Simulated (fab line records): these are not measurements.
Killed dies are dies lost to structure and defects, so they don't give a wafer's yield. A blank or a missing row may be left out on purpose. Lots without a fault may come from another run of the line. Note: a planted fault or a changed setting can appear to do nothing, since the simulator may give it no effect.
Comparing a struck lot with a sound one || flow sky130 || 14 out of 708 route steps
Sound: these wafers, L216.1, L216.5, L216.6. The struck wafers were L226.1, L226.2, L226.3. At the end, the cause is stated.
Per side, at each step with rows, come the tool, then ch with its chambers, and then its first start. Under that, the readings that differ: sound wafers || struck wafers || difference of the means || sigmas: that difference in standard deviations of wafers without a fault.
alike: words and numbers the same on both sides, and readings whose means are apart by under 2 such deviations; not compared: readings that were withheld, readings missing a value for some wafer, numbers with overlapping values and no deviation given by the record, and bounds like >300 which may hide the same value.
The two part at a step that has a row with sigmas, a row that says differs or no value, or rows on one side only. When numbers do not overlap yet have no deviation, they are printed without sigmas and do not part them. Lack of a reading on every wafer of one side parts them only where that side has two or more wafers.

first, 4 steps without rows for these wafers: SKY_METAL3_STRIP_20 (strips in post etch residue remover, time 1200 s); SKY_METAL3_CLEAN_21 (cleans in IPA, time 180 s); SKY_METAL3_CLEAN_22 (cleans in O3/DIW); SKY_VIA3_HDPCVD_00 (deposits SiO2, target thk 1635 nm, time 272.5 s).
SKY_VIA3_THK_MEAS_01:
  struck on filmMetro-04, day 42 10:04; sound on filmMetro-03, day 38 14:20
  alike: VIA3_HDPCVD_THK
SKY_VIA3_CMP_02: polishes SiO2.
  sound on cmp-02 ch 1,2,3, day 38 14:30; struck on cmp-02 ch 0,1,2, day 42 10:08
  alike: motorCurrentA
SKY_VIA3_BOW_MEAS_03:
  struck on filmMetro-03, day 42 10:26; sound on filmMetro-04, day 38 14:42
  alike: VIA3_BOW
then, 5 steps without rows for these wafers: SKY_VIA3_DEHYDRATE_04 (time 60 s); SKY_VIA3_HMDS_05 (prime time 60 s); SKY_VIA3_COAT_06 (resist thk 60 nm); SKY_VIA3_COAT_07 (resist thk 450 nm); SKY_VIA3_SOFTBAKE_08 (time 90 s).
SKY_VIA3_EXPOSE_09: exposes mask VIM3, target cd 200 nm.
  struck on krfScanner-01, day 42 22:49; sound on krfScanner-02 ch 0, day 39 02:22
  no value came back on the struck wafers for exposureDoseMJCm2, focusOffsetNm (nm), na; on the sound wafers exposureDoseMJCm2 reads 37.76 37.77 37.72
  alike: mask
following that, these wafers have no rows for 1 step: SKY_VIA3_PEB_10.

## WHERE THEY PART
Only at SKY_VIA3_EXPOSE_09, as far as this record shows.

WHY: what the simulator had put in
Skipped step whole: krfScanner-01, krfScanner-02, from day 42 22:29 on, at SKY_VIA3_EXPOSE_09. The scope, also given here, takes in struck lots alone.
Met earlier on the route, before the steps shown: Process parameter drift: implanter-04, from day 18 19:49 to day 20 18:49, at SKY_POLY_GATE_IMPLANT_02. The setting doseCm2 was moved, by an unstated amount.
